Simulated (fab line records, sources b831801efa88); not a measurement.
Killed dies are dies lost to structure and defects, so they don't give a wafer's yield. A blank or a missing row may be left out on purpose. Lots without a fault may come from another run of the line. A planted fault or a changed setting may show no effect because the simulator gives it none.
Which tool did it? | flow gf180mcu | 13 lots, 39 wafers sampled, at 6 steps of a route of 602

WHAT THE GAUGES READ, wafer by wafer
GF_VT_IMPLANT_RS_MEAS_47: measures by four-point-probe.
lot  | measured     | on            | NWELL_RS (ohm/sq)
L624 | day 8 14:05  | film_metro-01 | 490.1 489.5 491.6
L625 | day 8 17:28  | film_metro-01 | 488.3 488.9 490.1
L626 | day 9 01:33  | film_metro-01 | 489.8 488.7 489.0
L627 | day 9 08:11  | film_metro-01 | 488.4 487.8 488.2
L628 | day 9 17:44  | film_metro-01 | 488.9 489.4 487.3
L630 | day 10 09:22 | film_metro-02 | 486.8 488.4 487.2
L633 | day 10 23:27 | film_metro-01 | 489.9 488.6 490.1
L634 | day 11 04:34 | film_metro-02 | 487.0 488.1 489.9
L635 | day 11 12:07 | film_metro-03 | 489.9 489.7 488.9
L636 | day 11 20:04 | film_metro-03 | 489.2 489.8 490.4
L642 | day 13 13:35 | film_metro-01 | 496.1 496.8 497.1 495.7 496.0 497.3
L643 | day 13 14:38 | film_metro-02 | 496.9 495.5 495.9 496.9 494.8 495.5
L644 | day 13 22:35 | film_metro-02 | 488.8 488.3 490.1

GF_VT_IMPLANT_RS_MEAS_48: measures by four-point-probe.
lot  | measured     | on            | LVPWELL_RS (ohm/sq)
L624 | day 8 14:13  | film_metro-01 | 1212 1213 1211
L625 | day 8 17:35  | film_metro-01 | 1213 1211 1209
L626 | day 9 01:40  | film_metro-01 | 1208 1209 1211
L627 | day 9 08:18  | film_metro-01 | 1213 1212 1211
L628 | day 9 17:51  | film_metro-01 | 1212 1215 1212
L630 | day 10 09:29 | film_metro-02 | 1205 1203 1208
L633 | day 10 23:34 | film_metro-01 | 1214 1215 1216
L634 | day 11 04:41 | film_metro-02 | 1205 1206 1209
L635 | day 11 12:14 | film_metro-03 | 1210 1209 1210
L636 | day 11 20:11 | film_metro-03 | 1206 1211 1210
L642 | day 13 16:09 | film_metro-01 | 1205 1204 1205
L643 | day 13 18:19 | film_metro-02 | 1206 1206 1204
L644 | day 13 22:43 | film_metro-02 | 1212 1207 1212

GF_V1_THK_MEAS_25: measures by xrf.
lot  | measured     | on            | V1_W_THK (nm)
L624 | day 19 14:22 | film_metro-04 | 372 367 370
L625 | day 20 01:31 | film_metro-04 | 366 363 364
L626 | day 20 12:40 | film_metro-02 | 371 362 370
L627 | day 20 13:59 | film_metro-04 | 366 370 367
L628 | day 21 04:29 | film_metro-02 | 364 365 362
L630 | day 22 01:25 | film_metro-03 | 357 359 360
L633 | day 22 15:46 | film_metro-02 | 371 372 371
L634 | day 22 23:49 | film_metro-02 | 371 369 376
L635 | day 23 07:55 | film_metro-03 | 360 362 356
L636 | day 23 17:44 | film_metro-02 | 369 366 366
L642 | day 25 17:52 | film_metro-04 | 371 371 373
L643 | day 25 20:39 | film_metro-04 | 364 368 368
L644 | day 26 02:04 | film_metro-04 | 365 365 369

GF_M3_CD_MEAS_14: target cd 280 nm.
lot  | measured     | on        | cd_nm (nm)
L624 | day 22 16:21 | cd_sem-01 | 281.2 281.1 280.9
L625 | day 23 03:26 | cd_sem-01 | 279.2 278.7 279.1
L626 | day 23 14:54 | cd_sem-01 | 277.1 277.8 278.0
L627 | day 23 16:47 | cd_sem-01 | 280.2 279.8 280.1
L628 | day 24 05:02 | cd_sem-01 | 279.3 279.1 278.9
L630 | day 25 01:05 | cd_sem-01 | 280.5 282.6 280.4
L633 | day 25 13:44 | cd_sem-02 | 278.8 279.3 277.2
L634 | day 25 20:35 | cd_sem-01 | 280.1 280.0 280.6
L635 | day 26 05:47 | cd_sem-01 | 280.3 279.6 278.5
L636 | day 26 13:54 | cd_sem-02 | 280.2 281.6 280.1
L642 | day 28 10:54 | cd_sem-01 | 277.9 278.6 278.4
L643 | day 28 13:05 | cd_sem-02 | 281.2 280.6 280.5
L644 | day 28 18:03 | cd_sem-01 | 277.6 278.8 279.2

GF_V3_OVL_MEAS_15.
lot  | measured     | on         | V3_OVL (nm)
L624 | day 23 17:16 | overlay-02 | 10 1 10
L625 | day 24 03:40 | overlay-02 | 14 15 8
L626 | day 24 14:23 | overlay-01 | -1 8 -4
L627 | day 24 15:59 | overlay-01 | 9 9 0
L628 | day 25 04:46 | overlay-01 | 4 10 8
L630 | day 26 00:03 | overlay-01 | 2 5 4
L633 | day 26 12:10 | overlay-01 | -3 -4 -2
L634 | day 26 18:59 | overlay-01 | 10 10 -1
L635 | day 27 03:24 | overlay-01 | 7 6 -1
L636 | day 27 11:44 | overlay-01 | 5 11 5
L642 | day 29 07:39 | overlay-01 | 8 -1 2
L643 | day 29 09:57 | overlay-01 | 9 5 10
L644 | day 29 14:04 | overlay-01 | -3 -4 -1

WHICH TOOL RAN EACH LOT (tool, then ch and the chambers of the sampled wafers, then the start)
lot  | GF_NWELL_IMPLANT_08
L624 | implanter-01 ch 0, day 4 01:36
L625 | implanter-02 ch 0, day 4 04:56
L626 | implanter-04 ch 0, day 4 13:15
L627 | implanter-02 ch 0, day 4 18:48
L628 | implanter-04 ch 0, day 5 01:50
L630 | implanter-04 ch 0, day 5 14:26
L633 | implanter-02 ch 0, day 6 02:32
L634 | implanter-01 ch 0, day 6 07:05
L635 | implanter-01 ch 0, day 6 12:51
L636 | implanter-04 ch 0, day 6 18:23
L642 | implanter-02 ch 0, day 8 03:56
L643 | implanter-02 ch 0, day 8 07:26
L644 | implanter-01 ch 0, day 8 12:36
- GF_NWELL_IMPLANT_08

WHAT THE TOOLS THEMSELVES READ (means of the sampled wafers that have a number; where no wafer has one, the mark that the record gives instead)
GF_NWELL_IMPLANT_08.
lot  | tool         | beam_energy_keV
L624 | implanter-01 | 450.03
L625 | implanter-02 | 449.99
L626 | implanter-04 | 450.21
L627 | implanter-02 | 450.03
L628 | implanter-04 | 450.18
L630 | implanter-04 | 450.10
L633 | implanter-02 | 449.89
L634 | implanter-01 | 450.34
L635 | implanter-01 | 450.08
L636 | implanter-04 | 449.81
L642 | implanter-02 | 409.94
L643 | implanter-02 | 410.22
L644 | implanter-01 | 449.93

THE ANSWER, worked out from the rows above alone
Rule: what is usual is taken from the lots themselves. Put in order of their means at a reading, lots are off if they are a third of the lots or fewer, leave a main group of 4 or more, and stand apart from it by a gap of 3 or more times the standard deviation of the main group's means; of several such gaps the widest counts. A main group whose means are all the same, to the digits that the tables above print for the reading, isn't used. A lot without any number at a reading at which 4 lots or more have one is off too. The other lots that the step has rows for count as sound. The gauges are gone through in route order, then the tools' own readings, and for those a lot's mean is taken as printed above. The first step at which some lot is off is used, and at that step the reading that is off furthest; a lot without a number counts as furthest.
Off: L642, L643, at GF_VT_IMPLANT_RS_MEAS_47 (NWELL_RS). The main group: mean 489.0 ohm/sq, standard deviation 0.79.
A tool fits if, at a process step before that reading, it ran every lot that is off, and no sound lot after the first of them. The gauges at GF_VT_IMPLANT_RS_MEAS_47 aren't tried: what is off there is off at GF_NWELL_IMPLANT_08 too, on other tools, and a gauge's error can't cause that. One fits: implanter-02 at GF_NWELL_IMPLANT_08. Its last sound lot is L633 (day 6 02:32), its first lot that is off L642 (day 8 03:56): a fault that began between those two fits.
The tool's own readings at GF_NWELL_IMPLANT_08 bear it out: on the lots that are off they differ by more than 5 times the standard deviation of the sound lots' means. beam_energy_keV reads 410.08 there against 450.05 on the sound lots.

WHAT THE SIMULATOR HAD PUT IN
Process parameter drift: implanter-02, from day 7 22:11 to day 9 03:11, at GF_NWELL_IMPLANT_08. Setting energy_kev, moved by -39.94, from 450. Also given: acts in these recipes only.
Lots struck among those shown: L642, L643. The rule above found the same.
